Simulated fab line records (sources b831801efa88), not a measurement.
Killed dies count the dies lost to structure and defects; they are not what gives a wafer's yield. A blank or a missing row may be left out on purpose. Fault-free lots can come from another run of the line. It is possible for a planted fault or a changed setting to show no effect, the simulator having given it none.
fab line records	flow gf180mcu
record lots=15	wafers=45	last_day=34
route steps=602 shown V1@351 M2@362
lots that met no fault: from a run of the same line without faults
start_h: hours from the record's opening day to when the first of the lot's shown wafers began	wait_h: hours from the lot's prior step to this one	" identical to the entry in the row above	L1.1+2: one row covering several wafers at once	- value missing, or start not given	* or withheld: withheld	< > ~ a bound
route shown NAME@n: a module of which the file shows steps, and the number in the route of the first	usual: the fault-free wafers' mean and standard deviation	same: alike in all rows	chamber/n: place in a boat	sites: the reading at each site	_std_site: their standard deviation	_edge_site: outer sites' mean less inner sites'	radius_mm: for every site, how far away it sits from the centre of the wafer	mask NAME#n: copy n	behind: the tool/chamber that last shaped the wafer	hold: cause of the lot's hold/its duration in hours/its outcome	device: transistor that didn't switch, given as n, p or np	end of line: at the end of the route, the tests of the same wafers	where a step has no rows: the recipe by itself	killed: dies lost to structure and defects at the first sort, not the wafer's yield	map: per-die view of a wafer (x killed, . not killed, _ where there is no die)
set.NAME: the setting the step ran with; set.NAME@STEP: the setting that earlier step ran with	model.NAME: the simulator's own value behind a step, which no gauge read
route steps across a sampled set of lots; one table per step, one row per wafer
services: a tool's chamber out of use, with start hour (start_h, from the record's first day; less than 0 if before it), hours out, and reason
## steps
# step GF_V1_ETCH_16
# recipe chemistry=N2/H2	target_depth_a=withheld	overetch_a=withheld	time_s=withheld	target=BARC	ion_energy_ev=200	source_w=500	bias_w=100	pressure_mtorr=30	n2_flow_sccm=100	h2_flow_sccm=200
# usual chamber_pressure_mTorr=30.003/0.026	drypump_motor_current_A=5.9/0.48	oes_product_au=0.855/0.0047	throttle_valve_pct=13.225/0.0091
lot.wafer	tool	chamber	start_h	wait_h	chamber_pressure_mTorr	drypump_motor_current_A	oes_product_au	throttle_valve_pct
L453.1	rie_diel-01	1	415.42	0.0	30.001	5.5	0.854	13.229
L453.3	"	2	"	"	30.019	5.8	0.860	13.231
L453.5	"	2	"	"	29.982	5.8	0.848	13.218
L454.1	rie_diel-02	0	416.11	0.0	30.026	6.1	0.848	13.239
L454.2	"	1	"	"	29.960	6.0	0.854	13.218
L454.3	"	2	"	"	29.999	4.8	0.862	13.218
L456.1	rie_diel-02	2	437.47	0.0	30.034	4.8	0.849	13.224
L456.3	"	3	"	"	29.966	6.0	0.857	13.215
L456.4	"	1	"	"	30.029	6.0	0.859	13.233
L458.1	rie_diel-01	0	458.56	0.0	30.020	6.3	0.856	13.226
L458.3	"	3	"	"	29.991	5.6	0.856	13.217
L458.4	"	2	"	"	30.020	5.8	0.858	13.222
L460.3	rie_diel-04	0	481.27	0.0	29.981	5.7	0.854	13.226
L460.5	"	2	"	"	30.004	6.4	0.851	13.233
L460.6	"	1	"	"	29.951	6.7	0.856	13.213
L462.3	rie_diel-02	0	498.12	0.0	30.007	6.1	0.850	13.239
L462.4	"	2	"	"	30.039	4.8	0.859	13.242
L462.6	"	2	"	"	30.016	4.8	0.857	13.212
L464.2	rie_diel-01	0	510.61	0.0	30.001	6.3	0.853	13.218
L464.3	"	2	"	"	29.958	5.8	0.856	13.226
L464.6	"	3	"	"	29.995	5.6	0.850	13.221
L467.1	rie_diel-02	0	536.55	0.0	29.994	6.0	0.853	13.208
L467.2	"	2	"	"	30.015	4.8	0.855	13.217
L467.4	"	1	"	"	30.030	6.0	0.856	13.238
L468.3	rie_diel-02	0	546.52	0.0	30.028	6.1	0.852	13.215
L468.4	"	2	"	"	30.005	4.8	0.850	13.238
L468.6	"	0	"	"	29.993	6.0	0.862	13.236
L469.1	rie_diel-02	3	552.47	0.0	29.997	6.0	0.856	13.211
L469.5	"	3	"	"	30.014	6.0	0.856	13.223
L469.6	"	2	"	"	30.014	4.8	0.857	13.235
L471.1	rie_diel-01	2	564.07	0.0	30.005	5.8	0.848	13.235
L471.2	"	3	"	"	30.006	5.6	0.855	13.213
L471.3	"	0	"	"	29.999	6.3	0.861	13.219
L472.2	rie_diel-01	2	581.30	0.0	30.032	5.8	0.855	13.226
L472.3	"	3	"	"	29.994	5.6	0.857	13.236
L472.6	"	0	"	"	29.993	6.3	0.859	13.232
L473.1	rie_diel-01	3	583.57	0.0	30.055	5.7	0.856	13.237
L473.2	"	2	"	"	30.018	5.8	0.852	13.231
L473.4	"	1	"	"	30.017	5.4	0.858	13.229
L475.3	rie_diel-01	1	600.60	0.0	30.002	5.5	0.858	13.229
L475.4	"	1	"	"	30.017	5.5	0.851	13.229
L475.5	"	2	"	"	30.033	5.8	0.853	13.208
L476.1	rie_diel-04	3	607.60	0.0	29.985	6.1	0.860	13.215
L476.5	"	1	"	"	30.012	6.7	0.860	13.218
L476.6	"	3	"	"	30.019	6.1	0.848	13.229
# step GF_V1_SPUTTER_22
# recipe material=TiN	target_thk_nm=10	chamber_pressure_pa=5	power_w=4000	time_s=40
# usual cathode_dc_power_W=4000.0/0.74	chamber_pressure_pa=5.000/0.012	throttle_valve_pct=30.0/0.95
# same time_s=40
lot.wafer	tool	chamber	start_h	wait_h	cathode_dc_power_W	chamber_pressure_pa	throttle_valve_pct
L453.1	pvd_sputter-02	-	416.21	0.0	3999.9	4.987	29.7
L453.3	"	-	"	"	3999.7	5.001	30.5
L453.5	"	-	"	"	4001.0	4.993	30.0
L454.1	pvd_sputter-03	-	416.85	0.0	4001.1	4.994	28.8
L454.2	"	-	"	"	4000.8	4.989	31.1
L454.3	"	-	"	"	4000.0	4.997	29.9
L456.1	pvd_sputter-03	-	438.19	0.0	4000.0	4.995	31.1
L456.3	"	-	"	"	3999.5	5.000	29.9
L456.4	"	-	"	"	4000.4	5.012	28.9
L458.1	pvd_sputter-02	-	459.28	0.0	4000.6	4.993	30.4
L458.3	"	-	"	"	3998.9	5.010	28.8
L458.4	"	-	"	"	3999.3	5.001	28.8
L460.3	pvd_sputter-01	-	482.04	0.0	4000.1	4.981	28.8
L460.5	"	-	"	"	4000.3	5.001	31.2
L460.6	"	-	"	"	3999.6	5.008	29.5
L462.3	pvd_sputter-01	-	498.96	0.0	4001.4	4.984	29.9
L462.4	"	-	"	"	4000.5	4.993	29.0
L462.6	"	-	"	"	3999.8	4.985	31.0
L464.2	pvd_sputter-03	-	511.33	0.0	4000.8	4.997	29.8
L464.3	"	-	"	"	4001.0	5.006	28.8
L464.6	"	-	"	"	3999.9	4.999	31.2
L467.1	pvd_sputter-03	-	537.31	0.0	4000.0	4.998	28.8
L467.2	"	-	"	"	4001.7	5.012	31.1
L467.4	"	-	"	"	4000.8	5.009	29.9
L468.3	pvd_sputter-02	-	547.35	0.0	3999.7	5.012	30.5
L468.4	"	-	"	"	4000.8	5.007	30.6
L468.6	"	-	"	"	3999.7	5.003	29.8
L469.1	pvd_sputter-03	-	553.23	0.0	3998.8	5.018	31.3
L469.5	"	-	"	"	3999.9	4.993	28.9
L469.6	"	-	"	"	3998.9	4.968	30.9
L471.1	pvd_sputter-01	-	564.84	0.0	4001.0	4.990	31.0
L471.2	"	-	"	"	4000.1	5.012	28.7
L471.3	"	-	"	"	4000.1	5.016	29.8
L472.2	pvd_sputter-01	-	582.12	0.0	3999.9	5.007	29.9
L472.3	"	-	"	"	4000.4	5.002	28.6
L472.6	"	-	"	"	4000.9	5.015	29.6
L473.1	pvd_sputter-03	-	584.65	0.0	3999.8	4.989	29.8
L473.2	"	-	"	"	3999.1	4.993	31.4
L473.4	"	-	"	"	3999.7	4.997	28.7
L475.3	pvd_sputter-02	-	601.33	0.0	3999.2	4.997	30.6
L475.4	"	-	"	"	4000.1	4.992	30.8
L475.5	"	-	"	"	3999.8	5.001	28.9
L476.1	pvd_sputter-03	-	608.33	0.0	3998.6	5.017	31.3
L476.5	"	-	"	"	4000.3	4.994	30.2
L476.6	"	-	"	"	3999.3	4.991	28.6
# step GF_M2_SPUTTER_00
# recipe material=Ti	target_thk_nm=37.5	arriving_ion_energy_ev=80	substrate_temp_c=200	chamber_pressure_pa=2	power_w=4000	time_s=150
# usual cathode_dc_power_W=4000.0/0.76	chamber_pressure_pa=2.000/0.0039	throttle_valve_pct=30.1/0.85
# same time_s=150
lot.wafer	tool	chamber	start_h	wait_h	cathode_dc_power_W	chamber_pressure_pa	throttle_valve_pct
L453.1	pvd_sputter-04	-	416.85	0.2	4000.7	1.995	28.6
L453.3	"	-	"	"	4000.6	2.001	30.1
L453.5	"	-	"	"	4000.5	2.000	30.5
L454.1	pvd_sputter-02	-	417.48	0.1	3999.9	1.998	30.8
L454.2	"	-	"	"	3999.3	2.001	29.9
L454.3	"	-	"	"	4001.4	1.995	29.2
L456.1	pvd_sputter-04	-	438.82	0.1	3999.8	1.992	31.3
L456.3	"	-	"	"	3998.9	2.003	30.7
L456.4	"	-	"	"	4000.5	2.001	30.6
L458.1	pvd_sputter-03	-	459.91	0.1	4000.0	1.996	28.9
L458.3	"	-	"	"	3998.7	1.999	30.0
L458.4	"	-	"	"	3999.5	1.996	31.2
L460.3	pvd_sputter-04	-	482.68	0.2	4000.5	1.999	31.3
L460.5	"	-	"	"	3998.5	2.000	29.8
L460.6	"	-	"	"	3999.9	1.996	31.0
L462.3	pvd_sputter-03	-	499.59	0.1	3999.4	1.998	31.3
L462.4	"	-	"	"	4000.4	2.001	28.8
L462.6	"	-	"	"	4000.4	2.005	28.8
L464.2	pvd_sputter-03	-	511.96	0.2	3999.3	1.997	29.0
L464.3	"	-	"	"	3999.8	1.999	31.3
L464.6	"	-	"	"	3998.1	1.997	28.9
L467.1	pvd_sputter-02	-	537.94	0.2	4000.3	1.998	30.0
L467.2	"	-	"	"	4001.2	1.999	29.2
L467.4	"	-	"	"	3999.8	2.004	30.8
L468.3	pvd_sputter-03	-	547.98	0.1	4000.2	2.006	30.1
L468.4	"	-	"	"	3998.9	2.008	28.7
L468.6	"	-	"	"	3997.7	2.002	29.1
L469.1	pvd_sputter-02	-	553.86	0.1	4000.1	2.006	29.1
L469.5	"	-	"	"	3999.3	2.002	29.0
L469.6	"	-	"	"	4000.4	1.999	29.9
L471.1	pvd_sputter-02	-	565.64	0.1	4000.0	1.999	30.6
L471.2	"	-	"	"	4000.9	2.000	29.2
L471.3	"	-	"	"	4000.1	2.003	29.8
L472.2	pvd_sputter-03	-	582.75	0.2	4000.0	1.999	29.7
L472.3	"	-	"	"	4000.8	1.997	31.2
L472.6	"	-	"	"	3999.8	2.001	29.8
L473.1	pvd_sputter-02	-	585.28	0.1	4000.3	1.998	29.8
L473.2	"	-	"	"	3998.3	2.003	29.0
L473.4	"	-	"	"	3999.7	1.997	30.8
L475.3	pvd_sputter-04	-	601.96	0.1	4000.2	1.997	28.4
L475.4	"	-	"	"	4000.3	2.001	29.7
L475.5	"	-	"	"	4000.2	1.998	30.7
L476.1	pvd_sputter-04	-	609.31	0.2	3998.9	2.000	28.6
L476.5	"	-	"	"	3998.9	2.005	31.0
L476.6	"	-	"	"	3999.7	2.002	28.6
# step GF_M2_SPUTTER_04
# recipe material=TiN	target_thk_nm=50	power_w=6500	time_s=41.7	chamber_pressure_pa=0.4
# usual cathode_dc_power_W=6500.2/1.3	chamber_pressure_pa=0.4001/0.00077	throttle_valve_pct=30.1/0.84	time_s=41.7/0
lot.wafer	tool	chamber	start_h	wait_h	cathode_dc_power_W	chamber_pressure_pa	throttle_valve_pct	time_s
L453.1	pvd_sputter-04	-	417.03	0.0	6498.9	0.3996	28.7	41.7
L453.3	"	-	"	"	6499.1	0.3987	29.8	41.7
L453.5	"	-	"	"	6498.9	0.4001	30.5	41.7
L454.1	pvd_sputter-02	-	417.66	0.0	6501.3	0.3994	30.3	41.7
L454.2	"	-	"	"	6498.6	0.4005	30.0	41.7
L454.3	"	-	"	"	6499.4	0.3994	29.2	41.7
L456.1	pvd_sputter-04	-	439.00	0.0	6499.0	0.4002	31.1	41.7
L456.3	"	-	"	"	6497.0	0.4009	30.4	41.7
L456.4	"	-	"	"	6498.8	0.3994	30.5	41.7
L458.1	pvd_sputter-03	-	460.09	0.0	6501.7	0.4013	29.1	41.7
L458.3	"	-	"	"	6501.2	0.4008	30.2	41.7
L458.4	"	-	"	"	6500.0	0.3995	31.1	41.7
L460.3	pvd_sputter-04	-	482.86	0.0	6500.7	0.3991	30.9	41.7
L460.5	"	-	"	"	6499.4	0.3994	29.5	41.7
L460.6	"	-	"	"	6500.3	0.4001	31.1	41.7
L462.3	pvd_sputter-03	-	499.78	0.0	6500.0	0.3999	31.2	41.7
L462.4	"	-	"	"	6498.9	0.4000	28.6	41.7
L462.6	"	-	"	"	6500.4	0.3996	29.0	41.7
L464.2	pvd_sputter-03	-	512.14	0.0	6501.5	0.4001	29.0	41.7
L464.3	"	-	"	"	6498.9	0.4005	31.2	41.7
L464.6	"	-	"	"	6501.3	0.4005	29.0	41.7
L467.1	pvd_sputter-02	-	538.12	0.0	-	-	-	-
L467.2	"	-	"	"	-	-	-	-
L467.4	"	-	"	"	-	-	-	-
L468.3	pvd_sputter-03	-	548.16	0.0	-	-	-	-
L468.4	"	-	"	"	-	-	-	-
L468.6	"	-	"	"	-	-	-	-
L469.1	pvd_sputter-02	-	554.04	0.0	-	-	-	-
L469.5	"	-	"	"	-	-	-	-
L469.6	"	-	"	"	-	-	-	-
L471.1	pvd_sputter-02	-	565.82	0.0	6499.1	0.4004	30.6	41.7
L471.2	"	-	"	"	6501.3	0.3995	28.9	41.7
L471.3	"	-	"	"	6499.3	0.4012	30.0	41.7
L472.2	pvd_sputter-03	-	582.93	0.0	6499.4	0.4015	30.1	41.7
L472.3	"	-	"	"	6500.6	0.3995	31.3	41.7
L472.6	"	-	"	"	6500.7	0.4005	30.0	41.7
L473.1	pvd_sputter-02	-	585.46	0.0	6501.1	0.3995	29.8	41.7
L473.2	"	-	"	"	6499.9	0.3989	28.9	41.7
L473.4	"	-	"	"	6499.6	0.4006	30.3	41.7
L475.3	pvd_sputter-04	-	602.14	0.0	6501.6	0.3993	28.7	41.7
L475.4	"	-	"	"	6499.6	0.4001	29.5	41.7
L475.5	"	-	"	"	6502.7	0.4002	30.5	41.7
L476.1	pvd_sputter-04	-	609.49	0.0	6500.6	0.3997	28.7	41.7
L476.5	"	-	"	"	6500.1	0.3985	30.9	41.7
L476.6	"	-	"	"	6500.6	0.4010	29.0	41.7
# step GF_M2_THK_MEAS_06
# recipe thk_meas_gauge=xrf	reads=AlCu_of_M2_SPUTTER_02
# usual M2_ALCU_THK=447/4.4
lot.wafer	tool	chamber	start_h	wait_h	M2_ALCU_THK[nm]
L453.1	film_metro-03	-	417.19	0.1	450
L453.3	"	-	"	"	446
L453.5	"	-	"	"	445
L454.1	film_metro-01	-	417.82	0.1	451
L454.2	"	-	"	"	446
L454.3	"	-	"	"	440
L456.1	film_metro-03	-	439.16	0.1	452
L456.3	"	-	"	"	447
L456.4	"	-	"	"	450
L458.1	film_metro-01	-	460.25	0.1	451
L458.3	"	-	"	"	449
L458.4	"	-	"	"	446
L460.3	film_metro-03	-	483.04	0.1	452
L460.5	"	-	"	"	440
L460.6	"	-	"	"	446
L462.3	film_metro-03	-	499.96	0.1	439
L462.4	"	-	"	"	443
L462.6	"	-	"	"	444
L464.2	film_metro-01	-	512.31	0.1	449
L464.3	"	-	"	"	448
L464.6	"	-	"	"	457
L467.1	film_metro-01	-	538.28	0.1	496
L467.2	"	-	"	"	489
L467.4	"	-	"	"	497
L468.3	film_metro-01	-	548.34	0.1	492
L468.4	"	-	"	"	498
L468.6	"	-	"	"	498
L469.1	film_metro-04	-	554.20	0.1	494
L469.5	"	-	"	"	488
L469.6	"	-	"	"	495
L471.1	film_metro-03	-	565.98	0.1	442
L471.2	"	-	"	"	442
L471.3	"	-	"	"	448
L472.2	film_metro-04	-	583.10	0.1	451
L472.3	"	-	"	"	449
L472.6	"	-	"	"	452
L473.1	film_metro-01	-	585.62	0.1	452
L473.2	"	-	"	"	446
L473.4	"	-	"	"	451
L475.3	film_metro-01	-	602.32	0.1	450
L475.4	"	-	"	"	443
L475.5	"	-	"	"	449
L476.1	film_metro-01	-	609.65	0.1	447
L476.5	"	-	"	"	450
L476.6	"	-	"	"	444
## services
tool	chamber	start_h	hours	kind
rie_diel-02	3	395.57	8.4	repair
rie_diel-02	3	413.18	18.6	repair
pvd_sputter-03	-	426.64	4.7	repair
pvd_sputter-04	-	440.37	13.6	repair
pvd_sputter-04	-	445.56	2.9	repair
rie_diel-01	-	454.31	2.8	pm
rie_diel-02	0	456.87	32.7	repair
pvd_sputter-02	-	474.44	3.5	repair
pvd_sputter-03	0	476.54	-	consumable_replace:kit
pvd_sputter-03	0	476.54	18.0	scheduled_down
rie_diel-02	1	490.62	6.7	repair
pvd_sputter-02	-	491.33	12.8	repair
rie_diel-01	3	521.14	31.1	repair
rie_diel-01	0	526.43	2.9	repair
rie_diel-04	1	531.61	5.4	repair
rie_diel-01	3	566.01	5.5	repair
pvd_sputter-04	-	573.51	2.1	repair
rie_diel-02	3	575.62	2.5	repair
rie_diel-04	-	578.94	14.6	pm
rie_diel-02	1	581.22	4.1	repair
rie_diel-02	-	595.19	14.6	pm
rie_diel-04	0	598.15	14.9	repair
pvd_sputter-04	-	604.51	3.5	repair
rie_diel-01	1	609.40	2.7	repair
## key
first_sign step=GF_M2_SPUTTER_04	reading=tool_record	direction=missing
effect step=GF_M2_THK_MEAS_06	reading=M2_ALCU_THK	direction=up	sigmas=11	usual=447	struck=494
met_at GF_M2_SPUTTER_04
struck_lots L467,L468,L469
later_rows_left_out L467.1,L467.2,L467.4,L468.3,L468.4,L468.6,L469.1,L469.5,L469.6
sort_left_out L467.1,L467.2,L467.4,L468.3,L468.4,L468.6,L469.1,L469.5,L469.6
not_acting_at GF_V1_ETCH_16,GF_V1_SPUTTER_22,GF_M2_SPUTTER_00
onset_between 512.14 538.12
fault kind=skipped_step_whole	tool=pvd_sputter-02,pvd_sputter-03	chamber=-	onset_h=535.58	steps=GF_M2_SPUTTER_04	scope=struck_lots_only
# sort_left_out: the simulated sort isn't trusted on such a fault, so these wafers' sort isn't shown, and their yield isn't known
# later_rows_left_out: the simulator's readings of these wafers behind a module that went badly wrong aren't trusted and aren't shown, but for the sort
